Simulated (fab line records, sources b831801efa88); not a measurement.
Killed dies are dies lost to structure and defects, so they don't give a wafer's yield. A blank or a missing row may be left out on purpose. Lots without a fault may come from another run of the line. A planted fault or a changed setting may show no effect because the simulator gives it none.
Chamber matching | flow sky130 | SKY_VIA3_CMP_02 on cmp-02: 4 sister chambers
The step polishes SiO2. 8 wafers are shown with their chamber, then 8 later ones without.

WAFERS WITH THEIR CHAMBER
wafer  | chamber | motor_current_A (A) | retaining_ring_pressure_frac
L794.6 | 1       | 12.4                | 0.995
L798.1 | 3       | 11.4                | 1.004
L798.2 | 2       | 14.1                | 0.997
L798.3 | 0       | 12.3                | 0.992
L803.1 | 3       | 11.7                | 1.006
L803.4 | 2       | 13.7                | 0.996
L803.6 | 1       | 12.5                | 0.998
L809.1 | 0       | 12.1                | 0.999

WAFERS WITHOUT THEIR CHAMBER
wafer  | motor_current_A (A) | retaining_ring_pressure_frac
L809.4 | 11.5                | 1.005
L809.5 | 13.0                | 0.991
L810.2 | 12.6                | 1.000
L810.4 | 13.6                | 1.003
L810.5 | 12.0                | 0.994
L813.4 | 13.7                | 0.996
L813.5 | 13.5                | 1.003
L813.6 | 11.8                | 0.993

WHICH CHAMBER EACH WENT THROUGH
wafer  | from the rows above          | in truth
L809.4 | 3                            | 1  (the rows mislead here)
L809.5 | can't be placed: 1 or 0 or 2 | 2
L810.2 | can't be placed: 1 or 0      | 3
L810.4 | 2                            | 2
L810.5 | can't be placed: 0 or 1      | 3
L813.4 | 2                            | 2
L813.5 | 2                            | 2
L813.6 | can't be placed: 0 or 1      | 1
Placed correctly: 3 of 8. Can't be placed from these rows: 4 (the true chamber is among the candidates in 2). Placed wrongly: 1.
How it was worked out, from the rows above alone: a wafer's distance from a chamber is the root of the sum, over the readings, of the square of ((its reading less the chamber's mean) divided by the reading's scatter). The wafer belongs to the nearest chamber; if the next one is less than 2 further off, it can't be placed. A chamber's mean is the mean of its shown wafers. The scatter: the root of (the sum of the squares of (reading less its chamber's mean) over the shown wafers, divided by (wafers less chambers)).
